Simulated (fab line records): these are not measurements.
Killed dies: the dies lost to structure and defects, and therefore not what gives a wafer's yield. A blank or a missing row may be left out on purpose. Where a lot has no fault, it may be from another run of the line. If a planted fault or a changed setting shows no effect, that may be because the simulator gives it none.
Which of the tools did it?    flow gf180mcu    Sampling: 7 lots, 21 wafers, 3 of 602 route steps

WHAT THE GAUGES SHOWED, per wafer
GF_M3_RS_MEAS_05: measurement is done with a four-point probe.
lot   measured      on             M3_ALCU_RS (ohm/sq)
L746  day 20 20:38  film-metro-02  0.0684 0.0693 0.0694
L751  day 22 12:07  film-metro-01  0.0700 0.0698 0.0694
L755  day 24 07:28  film-metro-04  0.0691 0.0704 0.0693
L758  day 25 04:00  film-metro-01  0.0686 0.0687 0.0696
L762  day 26 09:00  film-metro-04  0.0688 0.0687 0.0697
L766  day 27 15:41  film-metro-04  0.0700 0.0701 0.0703
L768  day 28 11:04  film-metro-04  0.0703 0.0699 0.0690

WHICH TOOL RAN EACH LOT (tool, then ch and the chambers of the sampled wafers, then the start)
lot   GF_V2_CVD_23                   GF_M3_SPUTTER_04
L746  cvd-w-02 ch 0,1, day 20 19:49  pvd-sputter-01, day 20 20:36
L751  cvd-w-01 ch 0,1, day 22 11:16  pvd-sputter-03, day 22 12:03
L755  cvd-w-01 ch 0,1, day 24 06:38  pvd-sputter-03, day 24 07:22
L758  cvd-w-01 ch 0, day 25 03:05    pvd-sputter-03, day 25 03:56
L762  cvd-w-01 ch 0,1, day 26 08:11  pvd-sputter-03, day 26 08:58
L766  cvd-w-02 ch 0,1, day 27 14:52  pvd-sputter-04, day 27 15:36
L768  cvd-w-02 ch 0,1, day 28 10:16  pvd-sputter-01, day 28 11:02
- GF_V2_CVD_23: deposits W, target thk 350 nm, time 104.94 s.
- GF_M3_SPUTTER_04: material TiN, target thk 50 nm, time 41.7 s.

THE ANSWER, worked out from the rows above alone
Rule: usual is defined by the lots themselves. The widest of any qualifying gaps counts: lots, ordered by their means at a reading, are off when they make up no more than a third of the lots, leave a main group of 4 or more, and stand apart from it by 3 or more times the standard deviation of that group's means. A main group whose means are all the same, to the digits that the tables above print for the reading, isn't used. Also off: a lot with no number at a reading for which 4 or more lots have one. Any other lot the step has rows for is counted as sound.
Across all readings shown, no lot is off: no conclusion can be drawn from this.

WHAT THE SIMULATOR HAD INSERTED
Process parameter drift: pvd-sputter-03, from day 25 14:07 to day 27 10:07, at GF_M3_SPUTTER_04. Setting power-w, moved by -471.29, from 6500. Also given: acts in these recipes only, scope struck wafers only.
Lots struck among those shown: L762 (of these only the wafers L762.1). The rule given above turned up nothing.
